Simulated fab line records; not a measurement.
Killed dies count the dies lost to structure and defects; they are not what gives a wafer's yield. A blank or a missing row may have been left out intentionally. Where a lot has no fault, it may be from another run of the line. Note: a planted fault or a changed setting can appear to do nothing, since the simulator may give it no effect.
A single fault, viewed from 2 desks | flow sky130 | what lay behind the numbers comes last; until then each desk has only its own

== TOOL OWNER'S DESK, rie-metal-01 ==
The tool's own readings at SKY_METAL1_ETCH_18 (etches BARC in N2/H2, stops on SiO2, time 45.9 s, target depth 60 nm): means of the sampled wafers that have a number, for each lot that ran on this tool. Any lot whose mean is over 4 standard deviations away from the usual mean is out of limits and marked OUT; that distance is given in the brackets.
Columns: A = drypump-motor-current-A at SKY_METAL1_ETCH_18, usual 6.0 A; B = oes-product-au at SKY_METAL1_ETCH_18, usual 0.854 a.u.; C = rf-fwd-power-W at SKY_METAL1_ETCH_18, usual 494.9 W; D = throttle-valve-pct at SKY_METAL1_ETCH_18, usual 13.224 %
lot  | first seen here | A   | B     | C               | D
L632 | day 32 23:07    | 5.7 | 0.857 | 493.0           | 13.223
L638 | day 34 10:01    | 5.9 | 0.859 | 494.9           | 13.218
L645 | day 36 17:14    | 5.7 | 0.853 | 415.1 (-47) OUT | 13.226
L648 | day 37 18:33    | 5.7 | 0.854 | 413.8 (-48) OUT | 13.229
Finding of this desk: L645, L648 out of limits; the first was L645 at day 36 17:14, on rf-fwd-power-W at SKY_METAL1_ETCH_18. L632, L638: within limits.

== THE METROLOGY DESK ==
Lot by lot, what the gauges showed, no matter which tool ran the lot: averages of those sampled wafers that carry a number. Any lot whose mean is over 4 standard deviations away from the usual mean is out of limits and marked OUT; that distance is given in the brackets.
Columns: A = METAL1_ALCU_THK at SKY_METAL1_THK_MEAS_06, usual 253.7 nm; B = cd-nm at SKY_METAL1_CD_MEAS_15, usual 140.2 nm; C = METAL1_OVL at SKY_METAL1_OVL_MEAS_16, usual -5 nm
lot  | first seen here | A     | B     | C
L632 | day 31 20:44    | 251.4 | 137.9 | -3
L638 | day 33 07:39    | 253.5 | 140.4 | -5
L645 | day 35 15:16    | 252.1 | 142.7 | -3
L648 | day 36 16:33    | 255.3 | 139.1 | -4
L649 | day 37 02:46    | 251.2 | 141.0 | -12
L652 | day 37 16:12    | 256.0 | 140.6 | -3
Result from this desk: across the 6 lots, nothing is out of limits.

== TAKEN TOGETHER ==
An alarm could have come from the tool owner's desk at day 36 17:14, on L645, L648.
At the metrology desk, nothing out of limits was observed.
The metrology desk holds a record of L645, L648, inside its limits.
On rie-metal-01, each named lot ran SKY_METAL1_ETCH_18.

== WHAT WAS PUT IN BY THE SIMULATOR ==
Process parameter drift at SKY_METAL1_ETCH_18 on rie-metal-01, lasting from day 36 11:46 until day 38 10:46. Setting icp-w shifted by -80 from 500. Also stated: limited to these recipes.
Struck lots among those shown: L645, L648.
Time in hours from fault onset to the first out-of-limits reading at each desk: the tool owner's desk, 5.
